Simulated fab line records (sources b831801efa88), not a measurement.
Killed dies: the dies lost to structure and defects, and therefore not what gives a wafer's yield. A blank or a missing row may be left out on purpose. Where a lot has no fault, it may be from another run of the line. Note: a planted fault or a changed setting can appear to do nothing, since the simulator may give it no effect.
Matching of chambers / flow gf180mcu / GF_HV_LDD_ETCHBACK_58 on rie_diel-02 has 4 sister chambers
The step etches Si3N4 in CH3F/O2, stops on SiO2, time 100 s, target depth 90 nm. 8 wafers are shown with their chamber, then 8 later ones without.

## EACH WAFER AND ITS CHAMBER
wafer=L809.4; chamber=2; drypump_motor_current_A (A)=6.0; throttle_valve_pct (%)=10.545
wafer=L810.1; chamber=1; drypump_motor_current_A (A)=6.1; throttle_valve_pct (%)=10.558
wafer=L810.4; chamber=2; drypump_motor_current_A (A)=6.0; throttle_valve_pct (%)=10.559
wafer=L820.5; chamber=1; drypump_motor_current_A (A)=6.2; throttle_valve_pct (%)=10.563
wafer=L821.1; chamber=0; drypump_motor_current_A (A)=5.5; throttle_valve_pct (%)=10.573
wafer=L821.5; chamber=0; drypump_motor_current_A (A)=5.5; throttle_valve_pct (%)=10.573
wafer=L821.6; chamber=3; drypump_motor_current_A (A)=5.9; throttle_valve_pct (%)=10.566
wafer=L822.1; chamber=3; drypump_motor_current_A (A)=6.0; throttle_valve_pct (%)=10.556

## WAFERS WITHOUT THEIR CHAMBER
wafer=L822.2; drypump_motor_current_A (A)=6.0; throttle_valve_pct (%)=10.553
wafer=L822.5; drypump_motor_current_A (A)=5.6; throttle_valve_pct (%)=10.566
wafer=L824.1; drypump_motor_current_A (A)=6.0; throttle_valve_pct (%)=10.577
wafer=L824.4; drypump_motor_current_A (A)=6.1; throttle_valve_pct (%)=10.570
wafer=L824.5; drypump_motor_current_A (A)=5.9; throttle_valve_pct (%)=10.559
wafer=L825.3; drypump_motor_current_A (A)=5.9; throttle_valve_pct (%)=10.559
wafer=L825.5; drypump_motor_current_A (A)=6.2; throttle_valve_pct (%)=10.576
wafer=L825.6; drypump_motor_current_A (A)=6.0; throttle_valve_pct (%)=10.569

## WHICH CHAMBER EACH WENT THROUGH
wafer=L822.2; from the rows above=can't be placed: 2 or 3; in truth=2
wafer=L822.5; from the rows above=0; in truth=0
wafer=L824.1; from the rows above=can't be placed: 3 or 2 or 1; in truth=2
wafer=L824.4; from the rows above=can't be placed: 1 or 3 or 2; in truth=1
wafer=L824.5; from the rows above=can't be placed: 3 or 2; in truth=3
wafer=L825.3; from the rows above=can't be placed: 3 or 2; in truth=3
wafer=L825.5; from the rows above=1; in truth=1
wafer=L825.6; from the rows above=can't be placed: 3 or 2 or 1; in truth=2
2 of 8 placed correctly. From these rows, 6 cannot be placed; in 6 the true chamber is one of the candidates. Placed wrongly: 0.
How it was worked out, from the rows above alone: a wafer's distance from a chamber is the root of the sum, over the readings, of the square of ((its reading less the chamber's mean) divided by the reading's scatter). The wafer belongs to the nearest chamber; if the next one is less than 2 further off, it can't be placed. The mean given for a chamber averages the wafers shown for that chamber. The scatter is the square root of a quotient: the sum, over the shown wafers, of each reading's squared deviation from its chamber's mean, divided by wafers minus chambers.
